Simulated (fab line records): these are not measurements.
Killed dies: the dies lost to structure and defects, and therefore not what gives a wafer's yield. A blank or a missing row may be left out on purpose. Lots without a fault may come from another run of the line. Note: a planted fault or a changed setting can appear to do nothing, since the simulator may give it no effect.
Code-filled problem report in 8D (eight disciplines) form | flow sky130 | the parts of the form that need people (team, actions taken, sign-off) are left out

1. WHAT IS WRONG
VT_ADJUST_HVTP_TW at SKY_VT_ADJUST_HVTP_TW_MEAS_11 reads a mean of 30 on 3 wafers of 2 lots; wafers without a fault read 1353 with a standard deviation of 10. So: -99 or more standard deviations from the usual mean.
The first sign was on wafer L584.2 at day 10 15:03, on film metro-01. At this step, 40 wafers from 14 lots have a number in the record. The rule behind "out" and "out of limits": a value lying over 4 standard deviations away from the usual mean. Any other wafer with a number is counted as sound.

2. WHAT THIS IS AND IS NOT
question                    | is                           | is not
which readings at this step | VT_ADJUST_HVTP_TW            | -
which lots                  | L584, L585                   | L568, L569, L570, L572, L573, L575, L576, L579, L587, L588, L589, L590
which wafers of those lots  | L584.2, L585.2, L585.4       | L584.1
read on which gauges        | film metro-01, film metro-02 | film metro-03
when                        | from day 10 15:03            | up to then (25 sound wafers); but 12 sound wafers of L587, L588, L589, L590 came after

3. THE SUSPECTS, EACH WITH WHAT RULES IT OUT
Counting: if a tool at a process step up to the reading ran every lot that is out, it stays a suspect. Sound lots after the first of them don't rule it out here, since some wafers of a struck lot are sound.
- the gauge at SKY_VT_ADJUST_HVTP_TW_MEAS_11 has been ruled out. Those wafers that are out were read across 2 gauges (film metro-01, film metro-02).
- litho track-01 at SKY_VT_ADJUST_HVTP_DEVELOP_06 (develop time 60 s): kept. It ran every lot that is out, first L584 (day 10 14:30); its last sound lot up to then is L579 (day 9 07:33).
Left after counting: litho track-01 at SKY_VT_ADJUST_HVTP_DEVELOP_06.

4. THE CAUSE (what the simulator had put in)
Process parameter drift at SKY_VT_ADJUST_HVTP_DEVELOP_06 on litho track-01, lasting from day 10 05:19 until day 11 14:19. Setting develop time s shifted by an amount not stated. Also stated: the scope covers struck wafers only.
The count eliminated every tool but this one.

5. THE CHAIN OF EFFECTS, in route order
Each row: a reading where the mean over the struck wafers with a number is more than 3 standard deviations away from the usual. Readings are gone through only where the record gives a usual standard deviation; hours: the median, over the lots, of the time from a lot's start at the first step in this table giving one to that lot's start at this step; sigmas: the change measured in usual standard deviations.
hours | step                          | reading             | usual | on struck wafers | change | sigmas
0     | SKY_VT_ADJUST_HVTP_TW_MEAS_11 | VT_ADJUST_HVTP_TW   | 1353  | 30               | -1323  | -99 or more
976   | SKY_PAD_OPEN_PROBE_99         | killed at front end | 16    | 420              | +404   | +99 or more
976   | SKY_PAD_OPEN_PROBE_99         | killed dies         | 86    | 492              | +406   | +50
976   | SKY_PAD_OPEN_PROBE_99         | killed on rim       | 16    | 96               | +80    | +22
Here are the process steps it includes:
- SKY_PAD_OPEN_PROBE_99
Readings that are blank on the struck wafers while sound wafers have them: cd nm at SKY_VT_ADJUST_HVTP_CD_MEAS_07; VT_ADJUST_HVTP_OVL at SKY_VT_ADJUST_HVTP_OVL_MEAS_08.

6. WHAT WOULD HAVE CAUGHT IT SOONER
10 hours passed between the start of the fault at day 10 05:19 and the first reading out of limits at a measuring or inspecting step in this record, taken at day 10 15:03.
Between SKY_VT_ADJUST_HVTP_DEVELOP_06 and SKY_VT_ADJUST_HVTP_TW_MEAS_11, SKY_VT_ADJUST_HVTP_CD_MEAS_07 gave no cd nm and SKY_VT_ADJUST_HVTP_OVL_MEAS_08 gave no VT_ADJUST_HVTP_OVL on the struck wafers, where sound wafers have one: a measuring or inspecting step that comes back empty is itself a sign.
Tool readings at SKY_VT_ADJUST_HVTP_DEVELOP_06 with a usual standard deviation given in the record: none out on any struck wafer, hence no alarm at a limit of 4 standard deviations on them.
Lots out: 2; of these, L585 started SKY_VT_ADJUST_HVTP_DEVELOP_06 on litho track-01 after day 10 15:03. A tool hold placed at that time would have kept it from harm.
